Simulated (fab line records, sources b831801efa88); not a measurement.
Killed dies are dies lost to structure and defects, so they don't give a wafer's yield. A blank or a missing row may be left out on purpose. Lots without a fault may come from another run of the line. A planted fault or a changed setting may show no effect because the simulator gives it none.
fab line records | flow sfq_line
record lots=7 wafers=21 last_day=85
route steps=325 shown INCOMING@1 L0@3
lots that met no fault: from a run of the same line without faults
start_h: hours from the record's first day to the start of the lot's first wafer shown | wait_h: hours since the lot's step before | " the same as in the row above | L1.1+2: a row that stands for several wafers | - no value, or no start given | * or withheld: withheld | < > ~ a bound
route shown NAME@n: a module of which the file shows steps, and the number in the route of the first | usual: mean/standard deviation of fault-free wafers | same: alike in all rows | chamber/n: place in a boat | sites: the reading at each site | _std_site: their standard deviation | _edge_site: outer sites' mean less inner sites' | radius_mm: how far each site lies from the wafer's centre | mask NAME#n: copy n | behind: the tool/chamber that last shaped the wafer | hold: why the lot was held/for how many hours/how that ended | device: the transistor (n, p or np) that didn't switch | end of line: the same wafers' tests at the end of the route | a step without rows: its recipe alone | killed: dies lost to structure and defects at the first sort, not the wafer's yield | map: a wafer's dies, x killed, . not, _ none there
set.NAME: the setting as run; set.NAME@STEP: as run at that earlier step | model.NAME: the simulator's own value behind a step, which no gauge read
lots at some steps of the route; a table a step, a row a wafer
services: from which hour (start_h, from the record's first day; less than 0 if before it) a tool's chamber was out of use, for how many hours, and why
## steps
# step SFQ_INCOMING_BOW_MEAS_900
# recipe mode=bow
# usual INCOMING_BOW=1/5.7
# columns lot.wafer tool chamber start_h wait_h INCOMING_BOW[um]
L978.2 film_metro-02 - 10.02 - 7
L978.3 " - " " -4
L978.6 " - " " 10
L979.2 film_metro-03 - 15.02 - 0
L979.4 " - " " 0
L979.6 " - " " 12
L980.1 film_metro-02 - 20.00 - -3
L980.2 " - " " 4
L980.4 " - " " 9
L987.1 film_metro-02 - 55.00 - 1
L987.2 " - " " 3
L987.5 " - " " -2
L993.3 film_metro-03 - 85.04 - -2
L993.5 " - " " 2
L993.6 " - " " -5
L994.1 film_metro-01 - 90.00 - -5
L994.3 " - " " -1
L994.4 " - " " -6
L995.3 film_metro-01 - 95.04 - -5
L995.5 " - " " 2
L995.6 " - " " -1
# step SFQ_TRILAYER_INCOMING_OXIDATION_002
# recipe temp_c=1000 ambient=H2O target_thk_a=5000 p_h2o_torr=720 ox_time_s=4939
# step SFQ_TRILAYER_L0_DEP_SPUTTER_003
# recipe material=MoNx_KI base_pressure_pa=1.33e-06 target_thk_nm=40 power_w=800 time_s=100 chamber_pressure_pa=0.4
# usual throttle_valve_pct=29.5/0.86
# columns lot.wafer tool chamber start_h wait_h throttle_valve_pct
L978.2 pvd_sputter-05 - 12.49 0.0 28.2
L978.3 " - " " 29.5
L978.6 " - " " 29.3
L979.2 pvd_sputter-03 - 17.49 0.0 29.1
L979.4 " - " " 30.0
L979.6 " - " " 29.0
L980.1 pvd_sputter-03 - 22.49 0.0 29.2
L980.2 " - " " 29.8
L980.4 " - " " 30.2
L987.1 pvd_sputter-04 - 57.49 0.0 29.5
L987.2 " - " " 30.9
L987.5 " - " " 27.5
L993.3 pvd_sputter-05 - 87.49 0.0 29.3
L993.5 " - " " 28.6
L993.6 " - " " 29.8
L994.1 pvd_sputter-04 - 92.49 0.0 29.7
L994.3 " - " " 31.0
L994.4 " - " " 29.4
L995.3 pvd_sputter-05 - 97.49 0.0 30.3
L995.5 " - " " 29.2
L995.6 " - " " 30.5
# step SFQ_L0_RS_MEAS_901
# recipe thk_meas_gauge=four-point-probe reads=MoNx_KI_of_TRILAYER_L0_DEP_SPUTTER_003
# usual L0_MONX_KI_RS=43.3/0.46
# columns lot.wafer tool chamber start_h wait_h L0_MONX_KI_RS[ohm/sq]
L978.2 film_metro-02 - 12.58 0.1 43.7
L978.3 " - " " 43.3
L978.6 " - " " 43.9
L979.2 film_metro-02 - 17.58 0.1 43.1
L979.4 " - " " 42.9
L979.6 " - " " 43.1
L980.1 film_metro-03 - 22.56 0.0 43.5
L980.2 " - " " 42.9
L980.4 " - " " 43.3
L987.1 film_metro-02 - 57.56 0.0 43.1
L987.2 " - " " 42.6
L987.5 " - " " 43.1
L993.3 film_metro-03 - 87.60 0.1 43.4
L993.5 " - " " 44.0
L993.6 " - " " 43.3
L994.1 film_metro-03 - 92.56 0.0 43.6
L994.3 " - " " 43.2
L994.4 " - " " 43.5
L995.3 film_metro-04 - 97.60 0.1 43.6
L995.5 " - " " 42.7
L995.6 " - " " 43.7
# step SFQ_L0_THK_MEAS_902
# recipe thk_meas_gauge=xrf reads=MoNx_KI_of_TRILAYER_L0_DEP_SPUTTER_003
# usual L0_MONX_KI_THK=40.4/0.48
# columns lot.wafer tool chamber start_h wait_h L0_MONX_KI_THK[nm]
L978.2 film_metro-02 - 12.69 0.1 39.9
L978.3 " - " " 40.0
L978.6 " - " " 39.6
L979.2 film_metro-02 - 17.69 0.1 40.4
L979.4 " - " " 40.6
L979.6 " - " " 40.5
L980.1 film_metro-03 - 22.68 0.1 40.1
L980.2 " - " " 40.5
L980.4 " - " " 40.3
L987.1 film_metro-02 - 57.68 0.1 40.7
L987.2 " - " " 40.9
L987.5 " - " " 40.6
L993.3 film_metro-03 - 87.70 0.1 40.0
L993.5 " - " " 39.7
L993.6 " - " " 40.4
L994.1 film_metro-03 - 92.68 0.1 40.0
L994.3 " - " " 40.3
L994.4 " - " " 40.1
L995.3 film_metro-04 - 97.70 0.1 40.2
L995.5 " - " " 41.1
L995.6 " - " " 39.9
# step SFQ_TRILAYER_L0_LITHO_COAT_010
# recipe resist=BARC spin_rpm=3000 resist_thk_nm=62
# step SFQ_TRILAYER_L0_LITHO_COAT_005
# recipe resist=KrF spin_rpm=3000 resist_thk_nm=600
# step SFQ_TRILAYER_L0_LITHO_SOFTBAKE_009
# recipe temp_c=withheld time_s=withheld resist=KrF
# step SFQ_TRILAYER_L0_LITHO_EXPOSE_006
# recipe mask_id=L0 na=0.6 source_shape=conventional sigma_outer=0.65 target_cd_nm=2000 dose_mj=14.4
# step SFQ_TRILAYER_L0_LITHO_PEB_008
# recipe peb_temp_c=115 peb_time_s=60 resist=KrF
# step SFQ_TRILAYER_L0_LITHO_DEVELOP_007
# recipe time_s=60 resist=KrF
# step SFQ_TRILAYER_L0_BARC_OPEN_METAL_ETCH_010
# recipe mask_material=PR chemistry=O2 target_depth_nm=125 target=BARC icp_w=600 bias_w=80 pressure_mtorr=10 time_s=41.7
# usual bias_w=79.99/0.24 drypump_motor_current_A=5.90/0.29 oes_product_au=0.684/0.0045 run_length_s=70.1/0.71 time_s=41.7/0
# columns lot.wafer tool chamber start_h wait_h bias_w drypump_motor_current_A oes_product_au rf_hours_counter_h run_length_s time_s model.KrF_of_TRILAYER_L0_LITHO_COAT_005.thk_nm
L978.2 rie_metal-01 0 81.51 0.1 79.90 5.58 0.683 103 70.3 41.7 521.6
L978.3 " 0 " " 80.30 5.59 0.681 - 70.3 41.7 520.9
L978.6 " 1 " " 79.81 5.59 0.687 - 70.1 41.7 522.4
L979.2 rie_metal-01 0 89.91 0.1 79.99 5.59 0.681 105 70.3 41.7 520.2
L979.4 " 1 " " 80.22 5.61 0.686 - 70.4 41.7 520.7
L979.6 " 0 " " 79.69 5.58 0.687 - 70.8 41.7 519.4
L980.1 rie_metal-01 0 95.91 0.1 79.65 5.58 0.681 106 70.3 41.7 527.2
L980.2 " 1 " " 80.17 5.61 0.690 27 70.5 41.7 526.3
L980.4 " 0 " " 80.27 5.58 0.692 - 70.7 41.7 526.4
L987.1 rie_metal-03 1 133.65 0.1 80.34 6.04 0.684 17 69.6 41.7 522.1
L987.2 " 0 " " 80.01 6.44 0.682 93 70.5 41.7 522.9
L987.5 " 1 " " 79.80 6.03 0.683 - 70.0 41.7 522.1
L993.3 rie_metal-01 0 164.67 0.1 79.63 5.60 0.816 - 61.1 29.19 539.9
L993.5 " 0 " " 79.61 5.61 0.810 - 61.0 29.19 538.3
L993.6 " 1 " " 80.18 5.60 0.821 - 60.5 29.19 537.8
L994.1 rie_metal-04 1 169.45 0.1 79.72 5.94 0.814 32 60.4 29.19 539.1
L994.3 " 0 " " 79.93 5.76 0.817 - 60.5 29.19 538
L994.4 " 1 " " 80.11 5.93 0.818 - 59.8 29.19 537.4
L995.3 rie_metal-03 0 176.67 0.1 80.52 6.38 0.817 - 60.7 29.19 540.7
L995.5 " 0 " " 80.18 6.40 0.807 - 60.9 29.19 540.4
L995.6 " 1 " " 79.73 6.03 0.820 - 59.8 29.19 541.5
# step SFQ_TRILAYER_L0_ETCH_METAL_ETCH_008
# recipe target=MoNx_KI stop_on=SiO2 mask_material=PR chemistry=SF6/O2 target_depth_nm=50 icp_w=600 bias_w=80 pressure_mtorr=10 time_s=25
# usual bias_w=79.99/0.26 drypump_motor_current_A=5.90/0.29 oes_product_au=0.875/0.0073 run_length_s=53.4/0.69 time_s=25/0
# columns lot.wafer tool chamber start_h wait_h bias_w drypump_motor_current_A oes_product_au rf_hours_counter_h run_length_s time_s model.KrF_of_TRILAYER_L0_LITHO_COAT_005.thk_nm
L978.2 rie_metal-01 0 81.57 0.0 80.12 5.59 0.861 103 53.7 25 480
L978.3 " 0 " " 79.97 5.59 0.870 - 53.7 25 479.3
L978.6 " 1 " " 79.80 5.63 0.867 - 53.7 25 480.6
L979.2 rie_metal-01 0 89.97 0.0 80.19 5.60 0.878 105 53.7 25 479
L979.4 " 1 " " 80.01 5.64 0.882 - 53.4 25 479
L979.6 " 0 " " 80.26 5.59 0.884 - 54.2 25 478.1
L980.1 rie_metal-01 0 95.97 0.0 80.25 5.57 0.880 106 53.8 25 485.9
L980.2 " 1 " " 79.46 5.60 0.875 27 53.6 25 484.5
L980.4 " 0 " " 79.94 5.60 0.877 - 54.1 25 485.3
L987.1 rie_metal-03 1 133.71 0.0 79.88 6.02 0.871 17 53.0 25 479.7
L987.2 " 0 " " 80.39 6.43 0.885 93 54.3 25 481.5
L987.5 " 1 " " 79.98 6.00 0.880 - 52.9 25 479.9
L993.3 rie_metal-01 0 164.72 0.0 80.55 5.60 0.873 - 54.1 25 498.6
L993.5 " 0 " " 80.29 5.58 0.860 - 53.5 25 497.2
L993.6 " 1 " " 79.62 5.60 0.866 - 53.6 25 496.8
L994.1 rie_metal-04 1 169.51 0.0 80.00 5.95 0.870 32 52.7 25 497.6
L994.3 " 0 " " 79.89 5.78 0.883 - 53.6 25 496.7
L994.4 " 1 " " 80.32 5.92 0.873 - 52.8 25 495.9
L995.3 rie_metal-03 0 176.72 0.0 80.21 6.47 0.874 - 53.9 25 499.5
L995.5 " 0 " " 80.12 6.49 0.884 - 53.5 25 499
L995.6 " 1 " " 80.17 6.04 0.871 - 52.8 25 499.8
# step SFQ_TRILAYER_L0_STRIP_STRIP_009
# recipe gas=O2 power_w=200 platen_temp_c=40 overash_fraction=0.65 chemistry=O2 pressure_mtorr=50
# usual drypump_motor_current_A=5.90/0.29 oes_product_au=1.000/0.0075
# columns lot.wafer tool chamber start_h wait_h drypump_motor_current_A oes_product_au rf_hours_counter_h
L978.2 rie_metal-01 0 81.61 0.0 5.59 0.986 103
L978.3 " 0 " " 5.59 0.985 -
L978.6 " 1 " " 5.61 0.996 -
L979.2 rie_metal-01 0 90.02 0.0 5.58 0.997 105
L979.4 " 1 " " 5.61 1.007 -
L979.6 " 0 " " 5.59 0.996 -
L980.1 rie_metal-01 0 96.02 0.0 5.58 0.994 106
L980.2 " 1 " " 5.63 1.000 27
L980.4 " 0 " " 5.59 0.988 -
L987.1 rie_metal-03 1 133.76 0.0 6.00 1.006 17
L987.2 " 0 " " 6.44 0.992 93
L987.5 " 1 " " 6.02 1.004 -
L993.3 rie_metal-01 0 164.95 0.2 5.59 1.000 -
L993.5 " 0 " " 5.57 1.012 -
L993.6 " 1 " " 5.61 1.004 -
L994.1 rie_metal-04 1 169.55 0.0 5.93 0.998 32
L994.3 " 0 " " 5.78 1.000 -
L994.4 " 1 " " 5.94 0.993 -
L995.3 rie_metal-03 0 176.95 0.2 6.44 0.988 -
L995.5 " 0 " " 6.44 0.998 -
L995.6 " 1 " " 6.00 0.992 -
## services
# columns tool chamber start_h hours kind
rie_metal-04 1 -11.16 17.0 repair
rie_metal-04 0 -5.30 6.1 repair
pvd_sputter-05 - 0.22 10.0 repair
pvd_sputter-05 - 15.90 2.5 repair
pvd_sputter-04 2 16.61 - consumable_replace:kit
pvd_sputter-04 2 16.61 18.0 scheduled_down
pvd_sputter-04 2 16.61 18.0 vent_cycle
pvd_sputter-03 - 48.47 1.9 repair
pvd_sputter-03 - 80.41 4.5 repair
pvd_sputter-03 3 100.30 - consumable_replace:kit
pvd_sputter-03 3 100.30 18.0 scheduled_down
pvd_sputter-03 3 100.30 18.0 vent_cycle
pvd_sputter-05 - 104.57 5.1 repair
pvd_sputter-04 - 172.52 4.8 repair
## key
first_sign step=SFQ_TRILAYER_L0_BARC_OPEN_METAL_ETCH_010 reading=time_s direction=down sigmas=99+ usual=* struck=*
effect step=SFQ_TRILAYER_L0_BARC_OPEN_METAL_ETCH_010 reading=oes_product_au direction=up sigmas=29 usual=0.684 struck=0.816
model_effect step=SFQ_TRILAYER_L0_BARC_OPEN_METAL_ETCH_010 value=KrF_of_TRILAYER_L0_LITHO_COAT_005.thk_nm without=523.7 struck=539.2
model_effect step=SFQ_TRILAYER_L0_ETCH_METAL_ETCH_008 value=KrF_of_TRILAYER_L0_LITHO_COAT_005.thk_nm without=482.4 struck=497.9
met_at SFQ_TRILAYER_L0_BARC_OPEN_METAL_ETCH_010
struck_wafers L993.3,L993.5,L993.6,L994.1,L994.3,L994.4,L995.3,L995.5,L995.6
onset_between 133.65 164.67
fault kind=recipe_version_skew tool=rie_metal-01,rie_metal-03,rie_metal-04 chamber=- onset_h=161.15 steps=SFQ_TRILAYER_L0_BARC_OPEN_METAL_ETCH_010 wrong_recipe.time_s=*
